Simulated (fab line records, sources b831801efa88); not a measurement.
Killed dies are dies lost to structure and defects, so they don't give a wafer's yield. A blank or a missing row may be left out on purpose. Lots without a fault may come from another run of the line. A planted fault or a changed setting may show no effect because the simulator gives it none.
A struck lot beside a sound one | flow gf180mcu | 18 steps out of a route of 602
Sound: wafers L185.2, L185.3, L185.6. Struck: wafer L196.2. (L196.1, L196.5 of the same lot were not struck and are left out.) The cause comes at the end.
At each step with rows: each side's tool, then ch and its chambers, then its first start. Under that, the readings that differ: sound wafers | struck wafers | difference of the means | sigmas: that difference in standard deviations of wafers without a fault.
alike: readings whose means differ by less than 2 such deviations, and words and numbers that are the same on both sides. not compared: withheld readings, readings that some wafer has no value for, bounds like >300 that may hide the same value, and numbers for which the record gives no deviation and whose values overlap.
The two part at a step that has a row with sigmas, a row that says differs or no value, or rows on one side only. Numbers that don't overlap but have no deviation are shown without sigmas and don't part them. A reading that every wafer of one side lacks parts them only if that side has two wafers or more.

first, 3 steps without rows for these wafers: GF_V1_EXPOSE_11 (exposes mask Via1, target cd 260 nm); GF_V1_PEB_12 (peb time 90 s); GF_V1_DEVELOP_13 (develop time 60 s).
GF_V1_CD_MEAS_14: target cd 260 nm.
  sound on cd_sem-01, day 20 07:45; struck on cd_sem-01, day 24 05:48
  alike: cd_nm
GF_V1_OVL_MEAS_15:
  sound on overlay-02, day 20 07:52; struck on overlay-02, day 24 05:55
  alike: V1_OVL
then, 1 step without rows for these wafers: GF_V1_ETCH_16 (etches BARC in N2/H2).
GF_V1_ETCH_17: etches SiO2 in C4F8/O2/Ar, stops on TiN, target depth 630 nm.
  sound on rie_diel-03 ch 1,2; struck on rie_diel-04 ch 2
  reading               | sound             | struck | difference | sigmas
  oes_product_au (a.u.) | 0.850 0.856 0.853 | 0.864  | +0.011     | +2
GF_V1_STRIP_18: strips in O2/N2.
  sound on plasma_asher-04 ch 0,1, day 20 08:01; struck on plasma_asher-03 ch 0, day 24 06:05
  alike: drypump_motor_current_A, heater_power_w, oes_product_au
  not compared: rf_hours_counter_h
then, 2 steps without rows for these wafers: GF_V1_STRIP_19 (strips in post etch residue remover, time 1200 s); GF_V1_CLEAN_20 (cleans in DIW).
GF_V1_SPUTTER_21: material Ti, target thk 15 nm, time 80.02 s.
  sound on pvd_sputter-01, day 20 08:35; struck on pvd_sputter-04, day 24 06:42
  reading                | sound          | struck | difference | sigmas
  throttle_valve_pct (%) | 28.4 30.1 30.0 | 32.4   | +2.9       | +2
  alike: substrate_temp_c
GF_V1_SPUTTER_22: material TiN, target thk 10 nm, time 40 s.
  sound on pvd_sputter-01, day 20 08:38; struck on pvd_sputter-04, day 24 06:46
  alike: throttle_valve_pct
GF_V1_CVD_23: deposits W, target thk 350 nm, time 105.05 s.
  sound on cvd_w-01 ch 0,1, day 20 08:41; struck on cvd_w-01 ch 0, day 24 06:48
  reading                          | sound             | struck | difference | sigmas
  model.W_of_V1_CVD_23.thk_nm (nm) | 342.2 347.6 343.8 | 98.7   | -245.8     |
  alike: heater_power_w
GF_V1_RS_MEAS_24: measures by four-point-probe.
  sound on film_metro-02, day 20 08:49; struck on film_metro-04, day 24 07:12
  reading          | sound                | struck | difference | sigmas
  V1_W_RS (ohm/sq) | 0.3343 0.3291 0.3330 | 1.1912 | +0.8591    | +99 or more
  not compared: hold
GF_V1_THK_MEAS_25: measures by xrf.
  sound on film_metro-02, day 20 08:55; struck on film_metro-04, day 24 11:32
  reading       | sound       | struck | difference | sigmas
  V1_W_THK (nm) | 345 349 344 | 100    | -246       | -56
  not compared: hold
GF_V1_CMP_26: polishes, stops on SiO2, t overpolish 15 s, target thk 0 nm.
  sound on cmp-01 ch 1,2, day 20 08:58; struck on cmp-02 ch 3, day 24 16:21
  reading                | sound         | struck                   | difference                   | sigmas
  hold                   | - - -         | await_dispo/4.2h/release | no value on the sound wafers |
  motor_current_A (A)    | 10.9 9.9 11.2 | 13.9                     | +3.2                         | +2
  time_to_endpoint_s (s) | 79 81 78      | 25                       | -54                          | -14
GF_M2_SPUTTER_00: material Ti, target thk 37.5 nm, time 150 s.
  sound on pvd_sputter-04, day 20 09:16; struck on pvd_sputter-01, day 24 16:39
  alike: substrate_temp_c, throttle_valve_pct
then, 1 step without rows for these wafers: GF_PASSIVATION_PROBE_99.

WHERE THEY PART
First at GF_V1_ETCH_17; last, within this record, at GF_V1_CMP_26. Later steps at which nothing parts them and some readings are alike: GF_M2_SPUTTER_00.

WHY: what the simulator had put in
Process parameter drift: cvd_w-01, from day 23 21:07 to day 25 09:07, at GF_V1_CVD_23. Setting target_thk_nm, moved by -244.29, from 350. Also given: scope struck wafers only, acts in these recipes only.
